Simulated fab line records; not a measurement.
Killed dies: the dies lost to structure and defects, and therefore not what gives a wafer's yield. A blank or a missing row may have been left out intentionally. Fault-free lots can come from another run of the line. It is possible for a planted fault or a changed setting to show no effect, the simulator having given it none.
What tool caused it? | flow sky130 | 39 wafers from 13 lots sampled at 4 of the route's 708 steps

## WHAT EACH GAUGE READ, for each wafer
SKY_VT_ADJUST_HVTR_OVL_MEAS_08.
lot  | measured     | on         | VT_ADJUST_HVTR_OVL (nm)
L125 | day 9 13:41  | overlay-02 | -1.1 -2.1 0.1
L128 | day 10 10:12 | overlay-01 | -0.3 0.9 -1.6
L129 | day 10 12:44 | overlay-01 | -1.8 -4.4 -2.3
L130 | day 11 00:23 | overlay-01 | 0.2 -0.8 0.5
L131 | day 11 08:45 | overlay-01 | -1.1 -0.9 -3.6
L132 | day 11 14:08 | overlay-02 | 2.2 1.0 1.8
L136 | day 13 01:48 | overlay-01 | -2.1 -0.9 -3.6
L138 | day 13 13:38 | overlay-02 | -0.6 -0.8 -0.1
L143 | day 15 03:37 | overlay-02 | -0.4 0.5 -0.7
L144 | day 15 18:07 | overlay-02 | -0.5 -1.4 0.9
L145 | day 15 23:42 | overlay-01 | -2.2 -3.8 -2.6
L146 | day 16 01:11 | overlay-01 | -0.8 -0.6 -2.1
L147 | day 16 16:13 | overlay-01 | -0.9 -3.1 -2.2

SKY_LDD_LDN_TW_MEAS_13.
lot  | measured     | on            | LDD_LDN_TW
L125 | day 23 14:25 | film-metro-02 | 1491 1488 1488
L128 | day 24 03:06 | film-metro-04 | 1493 1485 1487
L129 | day 24 04:40 | film-metro-01 | 1492 1488 1488
L130 | day 25 00:53 | film-metro-01 | 1495 1487 1492
L131 | day 25 16:24 | film-metro-01 | 1484 1489 1487
L132 | day 25 15:18 | film-metro-01 | 1497 1489 1488
L136 | day 27 15:32 | film-metro-04 | 1494 1495 1491
L138 | day 28 00:41 | film-metro-04 | 1490 1491 1483
L143 | day 29 09:44 | film-metro-01 | 1496 1490 1497
L144 | day 29 23:50 | film-metro-04 | 1392 1388 1378
L145 | day 30 04:13 | film-metro-01 | 1485 1481 1495
L146 | day 30 11:58 | film-metro-01 | 1369 1373 1380
L147 | day 30 23:00 | film-metro-01 | 1484 1480 1485

SKY_LOCAL_INTERCONNECT_CD_MEAS_11: the cd target is 170 nm.
lot  | measured     | on        | cd-nm (nm)
L125 | day 30 21:36 | cd-sem-02 | 172.4 172.1 170.4
L128 | day 31 06:46 | cd-sem-02 | 168.5 168.3 167.0
L129 | day 31 09:47 | cd-sem-01 | 170.6 170.7 170.9
L130 | day 32 02:47 | cd-sem-01 | 170.6 170.6 169.9
L131 | day 32 18:25 | cd-sem-02 | 169.4 170.9 169.7
L132 | day 32 18:56 | cd-sem-02 | 169.6 168.4 167.9
L136 | day 34 14:10 | cd-sem-01 | 168.4 168.7 167.5
L138 | day 34 20:51 | cd-sem-01 | 169.6 171.2 170.2
L143 | day 36 05:45 | cd-sem-02 | 170.0 170.6 172.4
L144 | day 36 22:23 | cd-sem-01 | 172.4 173.1 171.7
L145 | day 36 23:52 | cd-sem-02 | 169.3 169.4 168.9
L146 | day 37 08:46 | cd-sem-01 | 170.3 171.6 171.5
L147 | day 37 21:35 | cd-sem-02 | 170.0 168.2 168.2

## EACH LOT AND THE TOOL THAT RAN IT (in order: tool; ch and the chambers of the sampled wafers; start)
lot  | SKY_LDD_LDN_IMPLANT_10
L125 | implanter-03 ch 0, day 23 14:01
L128 | implanter-02 ch 0, day 24 02:43
L129 | implanter-04 ch 0, day 24 04:16
L130 | implanter-02 ch 0, day 25 00:29
L131 | implanter-04 ch 0, day 25 16:01
L132 | implanter-04 ch 0, day 25 14:55
L136 | implanter-03 ch 0, day 27 15:08
L138 | implanter-03 ch 0, day 28 00:17
L143 | implanter-02 ch 0, day 29 09:20
L144 | implanter-03 ch 0, day 29 23:26
L145 | implanter-04 ch 0, day 30 03:50
L146 | implanter-03 ch 0, day 30 11:36
L147 | implanter-02 ch 0, day 30 22:37
- SKY_LDD_LDN_IMPLANT_10

## AS READ BY THE TOOLS THEMSELVES (means over the sampled wafers that have a number; for cases with no such wafer, the mark the record gives instead)
SKY_LDD_LDN_IMPLANT_10.
lot  | tool         | beam-energy-keV | dose-ions-cm2 | faraday-current-uA
L125 | implanter-03 | 15.004          | 1.2504e+13    | 70.9
L128 | implanter-02 | 14.998          | 1.2516e+13    | 70.7
L129 | implanter-04 | 14.997          | 1.2504e+13    | 70.0
L130 | implanter-02 | 15.001          | 1.2504e+13    | 71.1
L131 | implanter-04 | 14.996          | 1.2507e+13    | 70.7
L132 | implanter-04 | 15.005          | 1.2493e+13    | 70.4
L136 | implanter-03 | 15.000          | 1.2487e+13    | 71.5
L138 | implanter-03 | 14.999          | 1.2499e+13    | 70.7
L143 | implanter-02 | 14.991          | 1.2498e+13    | 69.9
L144 | implanter-03 | 14.997          | 1.2550e+12    | 7.1
L145 | implanter-04 | 14.992          | 1.2503e+13    | 68.6
L146 | implanter-03 | 15.006          | 1.2727e+12    | 6.8
L147 | implanter-02 | 15.002          | 1.2491e+13    | 69.8

## THE ANSWER, worked out from the rows above alone
Rule: the usual values come from the lots themselves. Put in order of their means at a reading, lots are off if they are a third of the lots or fewer, leave a main group of 4 or more, and stand apart from it by a gap of 3 or more times the standard deviation of the main group's means; of several such gaps the widest counts. The tables above print the reading to a certain number of digits; a main group whose means all agree to those digits is not used. Also off: a lot with no number at a reading for which 4 or more lots have one. The other lots that the step has rows for count as sound. Order of review: gauges by route order, followed by the tools' own readings, for which a lot's mean as printed above is used. The first step at which some lot is off is used, and at that step the reading that is off furthest; a lot without a number counts as furthest.
Off: L144, L146, at SKY_LDD_LDN_TW_MEAS_13 (LDD_LDN_TW). Main group: mean 1489, sd 3.1.
A tool fits if, at a process step before that reading, it ran every lot that is off, and no sound lot after the first of them. Not tried: the gauges at SKY_LDD_LDN_TW_MEAS_13; whatever is off there is also off at SKY_LDD_LDN_IMPLANT_10, on other tools, and gauge error can't account for it. One candidate fits, namely implanter-03 at SKY_LDD_LDN_IMPLANT_10. A fault onset in the window from L138 (day 28 00:17, its last sound lot) to L144 (day 29 23:26, its first lot off) fits.
The tool's own readings at SKY_LDD_LDN_IMPLANT_10 bear it out: on the lots that are off they differ by more than 5 times the standard deviation of the sound lots' means. dose-ions-cm2 reads 1.2638e+12 there against 1.2501e+13 on the sound lots; faraday-current-uA reads 6.9 there against 70.4 on the sound lots.

## WHAT HAD BEEN PUT IN BY THE SIMULATOR
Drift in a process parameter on implanter-03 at SKY_LDD_LDN_IMPLANT_10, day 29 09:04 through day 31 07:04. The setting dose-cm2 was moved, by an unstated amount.
Shown lots that were struck: L144, L146. This agrees with what the rule above found.
